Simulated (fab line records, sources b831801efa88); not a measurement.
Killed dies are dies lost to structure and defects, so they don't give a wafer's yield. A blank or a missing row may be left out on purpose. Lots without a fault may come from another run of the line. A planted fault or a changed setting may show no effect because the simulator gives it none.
A struck lot beside a sound one | flow sky130 | 14 steps out of a route of 708
Sound: wafers L517.4, L517.5, L517.6. Struck: wafers L524.3, L524.4, L524.5. The cause comes at the end.
At each step with rows: each side's tool, then ch and its chambers, then its first start. Under that, the readings that differ: sound wafers | struck wafers | difference of the means | sigmas: that difference in standard deviations of wafers without a fault.
alike: readings whose means differ by less than 2 such deviations, and words and numbers that are the same on both sides. not compared: withheld readings, readings that some wafer has no value for, bounds like >300 that may hide the same value, and numbers for which the record gives no deviation and whose values overlap.
The two part at a step that has a row with sigmas, a row that says differs or no value, or rows on one side only. Numbers that don't overlap but have no deviation are shown without sigmas and don't part them. A reading that every wafer of one side lacks parts them only if that side has two wafers or more.

SKY_FIELD_ISO_BOW_MEAS_00:
  sound on film_metro-02, day 2 01:04; struck on film_metro-02, day 3 12:02
  alike: INCOMING_BOW
then, 1 step without rows for these wafers: SKY_FIELD_ISO_OXIDATION_01 (stabilise 600 s, purge 300 s, target thk 12 nm).
SKY_FIELD_ISO_THK_MEAS_02:
  sound on film_metro-02, day 2 02:40; struck on film_metro-04, day 3 13:39
  alike: FIELD_ISO_OXIDATION_00_THK
then, 1 step without rows for these wafers: SKY_FIELD_ISO_CVD_03 (deposits Si3N4 from DCS/NH3, target thk 165 nm, time 2830 s).
SKY_FIELD_ISO_THK_MEAS_04:
  sound on film_metro-04, day 2 04:31; struck on film_metro-02, day 3 16:39
  reading                   | sound             | struck            | difference | sigmas
  FIELD_ISO_CVD_03_THK (nm) | 163.9 165.0 163.5 | 167.7 167.6 168.1 | +3.7       | +2
then, 7 steps without rows for these wafers: SKY_FIELD_ISO_DEHYDRATE_05 (time 60 s); SKY_FIELD_ISO_HMDS_06 (prime time 60 s); SKY_FIELD_ISO_COAT_07 (resist thk 60 nm); SKY_FIELD_ISO_COAT_08 (resist thk 450 nm); SKY_FIELD_ISO_SOFTBAKE_09 (time 90 s); SKY_FIELD_ISO_EXPOSE_10 (exposes mask FOM, target cd 150 nm); SKY_FIELD_ISO_PEB_11.
SKY_FIELD_ISO_DEVELOP_12: develop time 60 s.
  sound on litho_track-01 ch 0, day 2 19:00; struck on litho_track-02, day 4 09:00
  no value came back on the struck wafers for chill_plate_temp_C (C), develop_time_s (s); on the sound wafers chill_plate_temp_C (C) reads 23.09 23.12 23.03
  reading                                          | sound           | struck          | difference | sigmas
  model.KrF-thick_of_FIELD_ISO_COAT_08.thk_nm (nm) | 438.7 439.2 439 | 447.3 448.6 449 | +9.3       |
SKY_FIELD_ISO_CD_MEAS_13: target cd 150 nm.
  sound on cd_sem-01, day 2 19:47; struck on cd_sem-02, day 4 09:21
  reading    | sound             | struck | difference                    | sigmas
  cd_nm (nm) | 151.7 151.3 151.7 | - - -  | no value on the struck wafers |

WHERE THEY PART
First at SKY_FIELD_ISO_THK_MEAS_04; last, within this record, at SKY_FIELD_ISO_CD_MEAS_13.

WHY: what the simulator had put in
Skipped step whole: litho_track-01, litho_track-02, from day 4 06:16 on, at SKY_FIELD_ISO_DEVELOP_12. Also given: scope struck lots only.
